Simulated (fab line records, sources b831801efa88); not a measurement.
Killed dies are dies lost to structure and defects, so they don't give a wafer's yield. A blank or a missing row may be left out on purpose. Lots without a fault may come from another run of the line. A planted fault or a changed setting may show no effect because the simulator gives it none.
Problem report in the 8D (eight disciplines) form, filled by code | flow gf180mcu | the parts of the form that need people (team, actions taken, sign-off) are left out

1. THE PROBLEM
PASSIVATION_CVD_00_THK at GF_PASSIVATION_THK_MEAS_01 reads a mean of 871 nm on 3 wafers of 2 lots; wafers without a fault read 1000 nm with a standard deviation of 13. That is -9.9 standard deviations from the usual mean.
First seen on wafer L997.3, day 30 22:31, on film_metro-04. The record holds 33 wafers of 11 lots with a number at this step. Rule for "out", or "out of limits": more than 4 standard deviations from the usual mean. The other wafers with a number count as sound.

2. WHAT IT IS AND WHAT IT IS NOT
question                    | is                           | is not
which readings at this step | PASSIVATION_CVD_00_THK       | -
which lots                  | L997, L999                   | L100, L107, L108, L110, L111, L988, L989, L993, L994
which wafers of those lots  | L997.3, L997.6, L999.5       | L997.5, L999.1, L999.4
read on which gauges        | film_metro-02, film_metro-04 | film_metro-01
when                        | from day 30 22:31            | up to then (13 sound wafers); but 17 sound wafers of L100, L107, L108, L110, L111, L999 came after

3. SUSPECTS, AND WHAT RULES EACH OUT
Counting: a tool at a process step up to the reading stays a suspect if it ran every lot that is out. Sound lots after the first of them don't rule it out here, since some wafers of a struck lot are sound.
- the gauge at GF_PASSIVATION_THK_MEAS_01: ruled out. The wafers that are out were read on 2 gauges (film_metro-02, film_metro-04).
- pvd_sputter-04 at GF_TOP_METAL_SPUTTER_04 (material TiN, target thk 25 nm, time 20.8 s): kept. It ran every lot that is out, first L997 (day 30 02:58); its last sound lot up to then is L989 (day 27 10:29).
- pecvd-03 at GF_PASSIVATION_CVD_00 (deposits SiO2 from TEOS, target thk 1000 nm, time 111.95 s): kept. It ran every lot that is out, first L997 (day 30 22:25); its last sound lot up to then is L994 (day 29 21:25). Its own readings are out on those wafers: run_length_s.
- Within pecvd-03 at GF_PASSIVATION_CVD_00: the wafers that are out ran in chamber 0; their sound lot-mates ran in chamber 1.
Left after counting: pvd_sputter-04 at GF_TOP_METAL_SPUTTER_04, pecvd-03 at GF_PASSIVATION_CVD_00.

4. THE CAUSE (what the simulator had put in)
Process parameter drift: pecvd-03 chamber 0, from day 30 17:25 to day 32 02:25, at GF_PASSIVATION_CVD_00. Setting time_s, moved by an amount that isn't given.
Counting left 2 suspects, and this tool is among them.

5. THE CHAIN OF EFFECTS, in route order
Each row: a reading whose mean over the struck wafers that have a number lies more than 3 standard deviations from the usual. Only readings for which the record gives a usual standard deviation are gone through. hours: the time from each lot's start at the first step in this table that gives one to its start at this step, as a median over the lots. sigmas: the change in usual standard deviations.
hours | step                       | reading                | usual      | on struck wafers | change | sigmas
0     | GF_PASSIVATION_CVD_00      | run_length_s           | 139.9 s    | 123.9            | -16.0  | -39
0     | GF_PASSIVATION_THK_MEAS_01 | PASSIVATION_CVD_00_THK | 1000 nm    | 871              | -129   | -9.9
18    | GF_PASSIVATION_ETCH_11     | oes_product_au         | 0.964 a.u. | 0.918            | -0.046 | -6.3
The process steps in it:
- GF_PASSIVATION_CVD_00: deposits SiO2 from TEOS, target thk 1000 nm, time 111.95 s.
- GF_PASSIVATION_ETCH_11: etches the open film in CF4/O2, stops on TiN, target depth 1800 nm, time 400 s.

6. WHAT WOULD HAVE CAUGHT IT SOONER
In this record the first reading out of limits at a measuring or inspecting step was taken at day 30 22:31, 5 hours after the fault began at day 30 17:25.
The tool's own readings at GF_PASSIVATION_CVD_00 were out on every struck wafer that the step has a row for (run_length_s): an alarm limit on them would have fired on the first of those.
Of the lots that are out (2), L999 began GF_PASSIVATION_CVD_00 on pecvd-03 after day 30 22:31. A hold on the tool at that time would have spared it.
